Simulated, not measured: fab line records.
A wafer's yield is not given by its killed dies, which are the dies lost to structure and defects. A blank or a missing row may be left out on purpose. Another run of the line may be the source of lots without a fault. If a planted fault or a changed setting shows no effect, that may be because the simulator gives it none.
fab line records | flow sky130
record: lots: 6 | wafers: 18 | last-day: 50
route steps=708 shown POLY_GATE@234 LDD_N@237 PAD_OPEN@708
lots untouched by any fault: they come from a run of this same line in which no faults occurred
start-h: the number of hours between the record's first day and the start of the first shown wafer of the lot | wait-h: time in hours since the lot's previous step | " as in the row above | L1.1+2: a row that stands for several wafers | - value missing, or start not given | * or withheld: withheld | < > ~ a bound
route shown NAME@n: names a module that has steps shown in the file, with the first one's number in the route | usual: mean/standard deviation of fault-free wafers | same: alike in all rows | chamber/n: place in a boat | sites: per-site readings | _std_site: standard deviation across them | _edge_site: outer sites' mean less inner sites' | radius-mm: how far each site lies from the wafer's centre | mask NAME#n: copy n | behind: the last tool/chamber to shape the wafer | hold: reason for holding the lot/hours on hold/outcome of the hold | device: the transistor (n, p or np) that didn't switch | end of line: the route-end tests of the same wafers | a step without rows: its recipe alone | killed: not the wafer's yield, but the dies lost to structure and defects at the first sort | map: dies across one wafer; x = killed, . = not, _ = none there
set.NAME: setting as actually run; set.NAME@STEP: the setting as run at that earlier step | model.NAME: the simulator's own value behind a step, which no gauge read
a table for each step, a row for each wafer; lots at some steps of the route
services: when a tool's chamber went out of use (start-h, in hours from the record's first day, below 0 if earlier), for how many hours, and the reason
== steps ==
step: SKY_POLY_GATE_OXIDATION_20
recipe: temp-c: 850 | ambient: O2 | stabilise-s: 600 | purge-s: 300 | target-thk-a: 40 | ox-time-s: 899
step: SKY_POLY_GATE_THK_MEAS_21
recipe: reads: SiO2_of_POLY_GATE_OXIDATION_20
usual: POLY_GATE_OXIDATION_THK: 4.00/0.075
lot.wafer | tool          | chamber | start-h | wait-h | POLY_GATE_OXIDATION_THK[nm]
L535.2    | film-metro-03 | -       | 387.34  | 0.0    | 3.90
L535.4    | "             | -       | "       | "      | 4.06
L535.6    | "             | -       | "       | "      | 4.03
L545.1    | film-metro-01 | -       | 483.98  | 0.0    | 4.16
L545.5    | "             | -       | "       | "      | 3.98
L545.6    | "             | -       | "       | "      | 4.08
L548.1    | film-metro-01 | -       | 521.67  | 0.0    | 4.01
L548.5    | "             | -       | "       | "      | 3.99
L548.6    | "             | -       | "       | "      | 4.01
L550.1    | film-metro-04 | -       | 523.79  | 0.0    | 4.03
L550.4    | "             | -       | "       | "      | 3.93
L550.6    | "             | -       | "       | "      | 4.00
L554.1    | film-metro-04 | -       | 544.66  | 0.0    | 4.02
L554.3    | "             | -       | "       | "      | 3.90
L554.6    | "             | -       | "       | "      | 4.03
L556.1    | film-metro-03 | -       | 570.52  | 0.0    | 4.00
L556.2    | "             | -       | "       | "      | 3.97
L556.4    | "             | -       | "       | "      | 3.98
step: SKY_POLY_GATE_CD_MEAS_22
usual: cd-nm: 149.2/2
lot.wafer | tool      | chamber | start-h | wait-h | cd-nm
L535.2    | cd-sem-01 | -       | 387.42  | 0.1    | 148.9
L535.4    | "         | -       | "       | "      | 148.3
L535.6    | "         | -       | "       | "      | 152.1
L545.1    | cd-sem-02 | -       | 484.04  | 0.1    | 151.3
L545.5    | "         | -       | "       | "      | 151.2
L545.6    | "         | -       | "       | "      | 149.0
L548.1    | cd-sem-02 | -       | 521.73  | 0.1    | 147.4
L548.5    | "         | -       | "       | "      | 150.3
L548.6    | "         | -       | "       | "      | 148.3
L550.1    | cd-sem-01 | -       | 523.85  | 0.1    | 147.5
L550.4    | "         | -       | "       | "      | 148.0
L550.6    | "         | -       | "       | "      | 146.9
L554.1    | cd-sem-02 | -       | 544.72  | 0.1    | 150.6
L554.3    | "         | -       | "       | "      | 151.5
L554.6    | "         | -       | "       | "      | 148.4
L556.1    | cd-sem-01 | -       | 570.58  | 0.1    | 146.9
L556.2    | "         | -       | "       | "      | 147.3
L556.4    | "         | -       | "       | "      | 148.0
step: SKY_LDD_N_DEHYDRATE_00
recipe: temp-c: 200 | time-s: 60
step: SKY_LDD_N_HMDS_01
recipe: prime-time-s: 60 | prime-temp-c: 120
step: SKY_LDD_N_COAT_02
recipe: resist: NOVOLAK | spin-rpm: 3000 | resist-thk-nm: 300
step: SKY_LDD_N_SOFTBAKE_03
recipe: temp-c: 90 | time-s: 57.87 | resist: NOVOLAK
step: SKY_LDD_N_EXPOSE_04
recipe: mask-id: NTM | target-cd-nm: 840 | na: 0.6 | source-shape: conventional | sigma-outer: 0.6 | dose-mj: 110
step: SKY_LDD_N_PEB_05
recipe: temp-c: withheld | time-s: * | resist: NOVOLAK
step: SKY_LDD_N_DEVELOP_06
recipe: develop-time-s: 60 | dev-temp-c: 23
step: SKY_LDD_N_OVL_MEAS_07
usual: LDD_N_OVL: -0.3/1.3
lot.wafer | tool       | chamber | start-h | wait-h | LDD_N_OVL[nm]
L535.2    | overlay-02 | -       | 414.34  | 0.1    | -1.2
L535.4    | "          | -       | "       | "      | -1.0
L535.6    | "          | -       | "       | "      | -2.0
L545.1    | overlay-01 | -       | 514.53  | 0.1    | -0.3
L545.5    | "          | -       | "       | "      | 0.2
L545.6    | "          | -       | "       | "      | 0.8
L548.1    | overlay-02 | -       | 551.53  | 0.1    | -0.4
L548.5    | "          | -       | "       | "      | -2.2
L548.6    | "          | -       | "       | "      | -1.6
L550.1    | overlay-01 | -       | 554.24  | 0.1    | -0.7
L550.4    | "          | -       | "       | "      | -2.0
L550.6    | "          | -       | "       | "      | -1.6
L554.1    | overlay-02 | -       | 574.33  | 0.1    | -1.9
L554.3    | "          | -       | "       | "      | -1.1
L554.6    | "          | -       | "       | "      | -0.9
L556.1    | overlay-02 | -       | 599.91  | 0.1    | 1.6
L556.2    | "          | -       | "       | "      | 2.1
L556.4    | "          | -       | "       | "      | 2.2
step: SKY_LDD_N_IMPLANT_08
recipe: species: As | energy-kev: 20 | dose-cm2: 7.5e+13 | tilt-deg: withheld | rotation-deg: 23
step: SKY_LDD_N_IMPLANT_09
recipe: species: As | energy-kev: 20 | dose-cm2: 7.5e+13 | tilt-deg: withheld | rotation-deg: 113
usual: beam-energy-keV: 20.000/0.0061 | beam-on-s: 10.01/0.19
lot.wafer | tool         | chamber | start-h | wait-h | beam-energy-keV | beam-on-s | model.implant.rp-nm | model.implant.drp-nm
L535.2    | implanter-04 | 0       | 414.55  | 0.1    | 20.002          | 9.90      | 15.5                | 7.212
L535.4    | "            | 0       | "       | "      | 20.002          | 10.06     | 15.5                | 7.212
L535.6    | "            | 0       | "       | "      | 19.991          | 10.08     | 15.5                | 7.212
L545.1    | implanter-02 | 0       | 514.72  | 0.1    | 19.989          | 9.92      | 15.9                | 7.212
L545.5    | "            | 0       | "       | "      | 20.004          | 9.91      | 15.9                | 7.212
L545.6    | "            | 0       | "       | "      | 19.994          | 9.96      | 15.9                | 7.212
L548.1    | implanter-02 | 0       | 551.72  | 0.1    | 20.853          | 9.79      | 16.23               | 7.423
L548.5    | "            | 0       | "       | "      | 20.841          | 10.12     | 16.23               | 7.423
L548.6    | "            | 0       | "       | "      | 20.848          | 9.90      | 16.23               | 7.423
L550.1    | implanter-02 | 0       | 554.42  | 0.1    | 20.843          | 9.97      | 16.41               | 7.423
L550.4    | "            | 0       | "       | "      | 20.840          | 10.26     | 16.41               | 7.423
L550.6    | "            | 0       | "       | "      | 20.851          | 10.07     | 16.41               | 7.423
L554.1    | implanter-04 | 0       | 574.52  | 0.1    | 20.001          | 10.12     | 15.73               | 7.212
L554.3    | "            | 0       | "       | "      | 20.003          | 9.88      | 15.73               | 7.212
L554.6    | "            | 0       | "       | "      | 20.001          | 10.33     | 15.73               | 7.212
L556.1    | implanter-01 | 0       | 600.09  | 0.1    | 20.005          | 9.92      | 15.13               | 7.212
L556.2    | "            | 0       | "       | "      | 20.006          | 9.64      | 15.13               | 7.212
L556.4    | "            | 0       | "       | "      | 20.004          | 10.16     | 15.13               | 7.212
step: SKY_LDD_N_IMPLANT_10
recipe: species: As | energy-kev: 20 | dose-cm2: 7.5e+13 | tilt-deg: withheld | rotation-deg: 203
step: SKY_PAD_OPEN_PROBE_99
usual: killed_at_M0_to_M3: 43/6.5 | killed_at_M4_up: 3.1/1.8 | killed-at-contacts: 24/4.8 | killed-at-front-end: 15/4.7 | killed-at-other: 0.3/0.58 | killed-dies: 86/8.6 | killed-open: 47/6.7 | killed-short: 39/6.1
same: gross-dies: 492 | killed-at-back-side: 0
lot.wafer | tool      | chamber | start-h | wait-h | killed_at_M0_to_M3 | killed_at_M4_up | killed-at-contacts | killed-at-front-end | killed-at-other | killed-dies | killed-open | killed-short
L535.2    | prober-01 | -       | 1078.45 | 0.1    | 40                 | 1               | 23                 | 23                  | 1               | 88          | 47          | 41
L535.4    | prober-01 | -       | 1078.55 | 0.2    | 50                 | 2               | 25                 | 15                  | 1               | 93          | 48          | 45
L535.6    | prober-01 | -       | 1078.65 | 0.2    | 43                 | 2               | 27                 | 16                  | 0               | 88          | 50          | 38
L545.1    | prober-01 | -       | 1145.41 | 0.1    | 28                 | 1               | 22                 | 25                  | 0               | 76          | 39          | 37
L545.5    | prober-01 | -       | 1145.61 | 0.2    | 44                 | 1               | 23                 | 21                  | 0               | 89          | 52          | 37
L545.6    | prober-01 | -       | 1145.66 | 0.2    | 48                 | 2               | 25                 | 28                  | 0               | 103         | 62          | 41
L548.1    | prober-01 | -       | 1169.93 | 0.1    | 48                 | 0               | 22                 | 4                   | 0               | 74          | 33          | 41
L548.5    | prober-01 | -       | 1170.13 | 0.2    | 39                 | 2               | 25                 | 8                   | 0               | 74          | 49          | 25
L548.6    | prober-01 | -       | 1170.18 | 0.2    | 38                 | 6               | 25                 | 17                  | 0               | 86          | 43          | 43
L550.1    | prober-01 | -       | 1176.04 | 0.1    | 44                 | 3               | 19                 | 9                   | 1               | 76          | 50          | 26
L550.4    | prober-01 | -       | 1176.19 | 0.2    | 45                 | 5               | 23                 | 19                  | 1               | 93          | 48          | 45
L550.6    | prober-01 | -       | 1176.29 | 0.2    | 46                 | 2               | 23                 | 18                  | 0               | 89          | 50          | 39
L554.1    | prober-01 | -       | 1184.97 | 0.1    | 52                 | 7               | 26                 | 20                  | 0               | 105         | 50          | 55
L554.3    | prober-01 | -       | 1185.07 | 0.2    | 51                 | 2               | 21                 | 13                  | 0               | 87          | 50          | 37
L554.6    | prober-01 | -       | 1185.22 | 0.2    | 57                 | 3               | 27                 | 10                  | 0               | 97          | 59          | 38
killed by level:class
L535.2 CONTACT:geometric-particle:open=10 FIELD_ISO:geometric-particle:open=8 VIA1:geometric-particle:open=7 POLY_GATE:geometric-particle:short=6 METAL1:geometric-particle:short=6 VIA3:geometric-particle:open=6 FIELD_ISO:geometric-particle:short=5 LI_CONTACT:geometric-particle:open=5
L535.4 VIA1:geometric-particle:open=14 LI_CONTACT:geometric-particle:open=10 CONTACT:geometric-particle:open=9 VIA1:geometric-particle:short=8 POLY_GATE:geometric-particle:short=6 METAL1:geometric-particle:short=6 VIA2:geometric-particle:open=6 FIELD_ISO:geometric-particle:short=5
L535.6 CONTACT:geometric-particle:open=11 VIA1:geometric-particle:open=11 VIA2:geometric-particle:open=7 CONTACT:geometric-particle:short=6 VIA3:geometric-particle:open=6 POLY_GATE:geometric-particle:open=5 LI_CONTACT:geometric-particle:short=4 LOCAL_INTERCONNECT:geometric-particle:short=4
L545.1 CONTACT:geometric-particle:open=9 FIELD_ISO:geometric-particle:short=8 VIA1:geometric-particle:open=7 FIELD_ISO:geometric-particle:open=6 METAL1:geometric-particle:short=6 VIA3:geometric-particle:open=6 POLY_GATE:geometric-particle:short=5 LI_CONTACT:geometric-particle:open=4
L545.5 VIA1:geometric-particle:open=12 VIA3:geometric-particle:open=10 FIELD_ISO:geometric-particle:short=7 FIELD_ISO:geometric-particle:open=7 LI_CONTACT:geometric-particle:open=7 CONTACT:geometric-particle:open=6 CONTACT:geometric-particle:short=5 VIA3:geometric-particle:short=5
L545.6 VIA1:geometric-particle:open=12 CONTACT:geometric-particle:open=12 FIELD_ISO:geometric-particle:open=10 VIA1:geometric-particle:short=7 LI_CONTACT:geometric-particle:open=7 METAL2:geometric-particle:short=7 POLY_GATE:geometric-particle:open=6 FIELD_ISO:geometric-particle:short=5
L548.1 VIA1:geometric-particle:open=9 METAL1:geometric-particle:short=8 METAL2:geometric-particle:short=8 CONTACT:geometric-particle:open=7 VIA2:geometric-particle:short=5 METAL3:geometric-particle:short=5 LOCAL_INTERCONNECT:geometric-particle:open=4 LI_CONTACT:geometric-particle:open=4
L548.5 VIA1:geometric-particle:open=13 CONTACT:geometric-particle:open=11 LOCAL_INTERCONNECT:geometric-particle:short=6 VIA2:geometric-particle:open=5 LI_CONTACT:geometric-particle:open=4 METAL1:geometric-particle:open=4 VIA3:geometric-particle:open=4 FIELD_ISO:geometric-particle:short=3
L548.6 CONTACT:geometric-particle:open=10 VIA1:geometric-particle:open=10 VIA3:geometric-particle:open=5 METAL1:geometric-particle:short=5 METAL2:geometric-particle:short=5 VIA2:geometric-particle:open=5 METAL4:geometric-particle:short=5 FIELD_ISO:geometric-particle:short=4
L550.1 VIA3:geometric-particle:open=11 VIA1:geometric-particle:open=10 CONTACT:geometric-particle:open=8 VIA2:geometric-particle:open=7 LI_CONTACT:geometric-particle:open=6 VIA1:geometric-particle:short=4 POLY_GATE:geometric-particle:short=4 METAL1:geometric-particle:short=4
L550.4 VIA2:geometric-particle:open=10 CONTACT:geometric-particle:open=8 VIA3:geometric-particle:open=7 METAL2:geometric-particle:short=6 FIELD_ISO:geometric-particle:short=5 POLY_GATE:geometric-particle:short=5 METAL4:geometric-particle:short=5 VIA1:geometric-particle:open=5
L550.6 VIA1:geometric-particle:open=13 CONTACT:geometric-particle:open=9 METAL2:geometric-particle:short=6 VIA2:geometric-particle:open=6 VIA3:geometric-particle:open=6 VIA1:geometric-particle:short=5 FIELD_ISO:geometric-particle:open=4 POLY_GATE:geometric-particle:short=4
L554.1 VIA1:geometric-particle:open=11 POLY_GATE:geometric-particle:short=8 CONTACT:geometric-particle:short=8 LI_CONTACT:geometric-particle:open=7 VIA3:geometric-particle:open=7 VIA1:geometric-particle:short=6 METAL2:geometric-particle:short=6 VIA2:geometric-particle:open=6
L554.3 VIA1:geometric-particle:open=16 VIA2:geometric-particle:open=9 LI_CONTACT:geometric-particle:short=5 CONTACT:geometric-particle:open=5 VIA2:geometric-particle:short=5 VIA3:geometric-particle:open=5 CONTACT:geometric-particle:short=4 VIA1:geometric-particle:short=4
L554.6 VIA3:geometric-particle:open=11 CONTACT:geometric-particle:open=10 VIA1:geometric-particle:open=10 VIA2:geometric-particle:open=9 LI_CONTACT:geometric-particle:open=8 METAL1:geometric-particle:short=7 LOCAL_INTERCONNECT:geometric-particle:short=5 VIA1:geometric-particle:short=5
== services ==
tool         | chamber | start-h | hours | kind
implanter-01 | -       | 404.18  | 5.0   | repair
implanter-04 | -       | 432.14  | 2.2   | repair
implanter-01 | -       | 467.91  | 3.4   | pm
implanter-02 | -       | 472.74  | 2.0   | repair
implanter-02 | -       | 486.66  | 2.1   | pm
implanter-01 | -       | 500.76  | 0.9   | repair
implanter-01 | -       | 512.18  | 5.8   | repair
implanter-04 | -       | 521.01  | 0.5   | repair
implanter-02 | -       | 548.05  | 1.2   | repair
== key ==
first-sign: step: SKY_LDD_N_IMPLANT_09 | reading: beam-energy-keV | direction: up | sigmas: 99+ | usual: * | struck: *
effect none on later readings
model-effect: step: SKY_LDD_N_IMPLANT_09 | value: implant.rp-nm | without: 15.83 | struck: 16.32
met-at SKY_LDD_N_IMPLANT_09
struck-wafers L548.1,L548.5,L548.6,L550.1,L550.4,L550.6
tester-left-out L548,L550
onset-between 514.72 551.72
fault: kind: process-parameter-drift | tool: implanter-02 | chamber: - | onset-h: 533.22 | steps: SKY_LDD_N_IMPLANT_09 | channel: energy-kev | offset: * | shape: step | end-h: 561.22 | acts-in: * | stated: *
tester-left-out: of these lots the tester's yield and bins aren't shown, on N5 and GAA mostly nor the transistor test; their killed dies are dies lost to structure and defects alone, not to doping, threshold or leakage, so they don't give the yield
